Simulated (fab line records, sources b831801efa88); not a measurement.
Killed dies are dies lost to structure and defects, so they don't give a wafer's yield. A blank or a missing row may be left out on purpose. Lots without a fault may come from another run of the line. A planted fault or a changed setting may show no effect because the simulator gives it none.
Tool commonality check | flow sky130 | 15 lots, 45 wafers sampled

WHY IT WAS OPENED
At SKY_LDD_LDN_TW_MEAS_13 the reading LDD_LDN_TW is flagged on 3 of 15 lots. Wafers without a fault read 1470, standard deviation 10.
Rule: a lot is flagged when every wafer of it that has a number lies more than 4 standard deviations from that mean, or none has a number. The other lots count as sound.

lot  | measured     | on            | LDD_LDN_TW, wafer by wafer | flag
L639 | day 23 15:23 | film_metro-01 | 1474 1485 1481             |
L640 | day 23 23:52 | film_metro-03 | 1484 1481 1477             |
L641 | day 24 16:47 | film_metro-02 | 1465 1458 1462             |
L643 | day 24 18:55 | film_metro-03 | 1482 1494 1499             |
L642 | day 25 01:02 | film_metro-03 | 1485 1475 1476             |
L645 | day 26 02:07 | film_metro-01 | 1475 1468 1473             |
L646 | day 26 03:24 | film_metro-02 | 1460 1459 1463             |
L648 | day 27 05:19 | film_metro-03 | 1345 1347 1350             | FLAGGED
L650 | day 27 13:02 | film_metro-01 | 1348 1352 1357             | FLAGGED
L651 | day 28 13:10 | film_metro-03 | 1336 1331 1338             | FLAGGED
L652 | day 28 22:11 | film_metro-03 | 1455 1451 1460             |
L654 | day 29 16:04 | film_metro-03 | 1473 1461 1473             |
L660 | day 31 03:49 | film_metro-02 | 1454 1457 1450             |
L659 | day 31 05:05 | film_metro-01 | 1478 1484 1482             |
L661 | day 31 11:26 | film_metro-01 | 1486 1490 1485             |
The numbers of the flagged lots are 1345 on average: -125 against the usual, or -13 standard deviations.

WHICH TOOL RAN EACH LOT
The record holds 1 process step before the reading, out of a route of 708 steps. In each cell: the tool, then ch and the chambers that the sampled wafers went through, then the start.
lot  | flag    | SKY_LDD_LDN_IMPLANT_10
L639 |         | implanter-01 ch 0, day 23 14:59
L640 |         | implanter-01 ch 0, day 23 23:28
L641 |         | implanter-01 ch 0, day 24 16:25
L643 |         | implanter-03 ch 0, day 24 18:31
L642 |         | implanter-01 ch 0, day 25 00:40
L645 |         | implanter-02 ch 0, day 26 01:44
L646 |         | implanter-03 ch 0, day 26 03:01
L648 | FLAGGED | implanter-01, day 27 04:56
L650 | FLAGGED | implanter-01, day 27 12:38
L651 | FLAGGED | implanter-01, day 28 12:46
L652 |         | implanter-01 ch 0, day 28 21:49
L654 |         | implanter-02 ch 0, day 29 15:41
L660 |         | implanter-01 ch 0, day 31 03:25
L659 |         | implanter-01 ch 0, day 31 04:44
L661 |         | implanter-03 ch 0, day 31 11:02
What these steps do:
- SKY_LDD_LDN_IMPLANT_10
- SKY_LDD_LDN_TW_MEAS_13

FLAGGED OVER TOTAL, TOOL BY TOOL (the gauges that took the reading come last)
step                   | tool          | lots run | flagged | share of the flagged lots | sound lots run after its first flagged lot
SKY_LDD_LDN_IMPLANT_10 | implanter-01  | 10       | 3       | all                       | 3 (L652,L660,L659)
SKY_LDD_LDN_IMPLANT_10 | implanter-02  | 2        | 0       | none                      | -
SKY_LDD_LDN_IMPLANT_10 | implanter-03  | 3        | 0       | none                      | -
SKY_LDD_LDN_TW_MEAS_13 | film_metro-01 | 5        | 1       | some                      | 2 (L659,L661)
SKY_LDD_LDN_TW_MEAS_13 | film_metro-02 | 3        | 0       | none                      | -
SKY_LDD_LDN_TW_MEAS_13 | film_metro-03 | 7        | 2       | some                      | 2 (L652,L654)

WHAT THE TABLE ALLOWS
1 row of the table ran every flagged lot: implanter-01 at SKY_LDD_LDN_IMPLANT_10.
- implanter-01 at SKY_LDD_LDN_IMPLANT_10: 3 of its 10 lots flagged. Sound lots ran on it after the first flagged one (L652, L660, L659), which a lasting fault on the whole tool wouldn't allow. On the flagged lots its readings are blank where sound lots have values: beam_energy_keV, beam_on_s, faraday_current_uA.
No row of the table ran every flagged lot and no sound lot after the first.

WHAT THE SIMULATOR HAD PUT IN
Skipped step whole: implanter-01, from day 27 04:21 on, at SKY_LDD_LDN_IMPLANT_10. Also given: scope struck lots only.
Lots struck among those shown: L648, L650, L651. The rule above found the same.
